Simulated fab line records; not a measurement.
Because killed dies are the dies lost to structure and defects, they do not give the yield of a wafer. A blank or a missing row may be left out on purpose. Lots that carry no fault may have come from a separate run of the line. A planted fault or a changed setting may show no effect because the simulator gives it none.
Which of the tools did it? | flow gf180mcu | 12 lots with 36 wafers sampled at 3 steps, on a route of 602 steps

== WHAT THE GAUGES SHOWED, per wafer ==
GF_V3_THK_MEAS_25: measures by xrf.
lot  | measured     | on           | V3_W_THK (nm)
L075 | day 22 16:31 | filmMetro-02 | 353 356 352
L077 | day 23 05:50 | filmMetro-03 | 355 355 353
L079 | day 24 02:29 | filmMetro-03 | 366 366 370
L081 | day 24 23:10 | filmMetro-02 | 343 339 343
L083 | day 25 13:15 | filmMetro-02 | 344 344 350
L085 | day 26 09:23 | filmMetro-04 | 348 349 347
L087 | day 26 23:39 | filmMetro-03 | 368 357 357
L089 | day 27 16:46 | filmMetro-02 | 368 367 358
L091 | day 28 14:57 | filmMetro-04 | 367 359 363
L093 | day 28 22:54 | filmMetro-03 | 350 351 352
L095 | day 29 05:57 | filmMetro-02 | 360 357 360
L097 | day 29 21:29 | filmMetro-02 | 354 356 360

== WHAT TOOL EACH LOT RAN ON (gives the tool, then ch and the chambers of the sampled wafers, and finally the start) ==
lot  | GF_M1_STRIP_17                      | GF_M3_SPUTTER_00
L075 | plasmaAsher-04 ch 0,1, day 17 07:41 | pvdSputter-04, day 20 13:35
L077 | plasmaAsher-03 ch 1, day 17 20:47   | pvdSputter-01, day 21 03:44
L079 | plasmaAsher-04 ch 0,1, day 18 20:02 | pvdSputter-02, day 22 02:40
L081 | plasmaAsher-03 ch 0,1, day 19 19:59 | pvdSputter-02, day 23 00:40
L083 | plasmaAsher-02 ch 0,1, day 20 11:32 | pvdSputter-01, day 23 14:43
L085 | plasmaAsher-03 ch 0,1, day 21 09:30 | pvdSputter-02, day 24 11:57
L087 | plasmaAsher-03 ch 0,1, day 22 01:59 | pvdSputter-01, day 25 03:19
L089 | plasmaAsher-03 ch 0,1, day 22 22:02 | pvdSputter-01, day 25 21:07
L091 | plasmaAsher-03 ch 0,1, day 24 00:53 | pvdSputter-04, day 26 22:06
L093 | plasmaAsher-04 ch 0,1, day 24 09:08 | pvdSputter-04, day 27 06:00
L095 | plasmaAsher-02 ch 0,1, day 24 17:26 | pvdSputter-04, day 27 13:05
L097 | plasmaAsher-03 ch 0,1, day 25 10:23 | pvdSputter-04, day 28 05:03
- GF_M1_STRIP_17: strips in O2/N2.
- GF_M3_SPUTTER_00: material Ti, target thk 37.5 nm, time 150 s.

== THE ANSWER, worked out from the rows above alone ==
Rule: the usual values come from the lots themselves. Put in order of their means at a reading, lots are off if they are a third of the lots or fewer, leave a main group of 4 or more, and stand apart from it by a gap of 3 or more times the standard deviation of the main group's means; of several such gaps the widest counts. The tables above print the reading to a certain number of digits; a main group whose means all agree to those digits is not used. Also off: a lot with no number at a reading for which 4 or more lots have one. Where the step has rows for the other lots, those lots are counted as sound.
Nothing can be told from this: no lot is off at any reading shown.

== WHAT WAS PUT IN BY THE SIMULATOR ==
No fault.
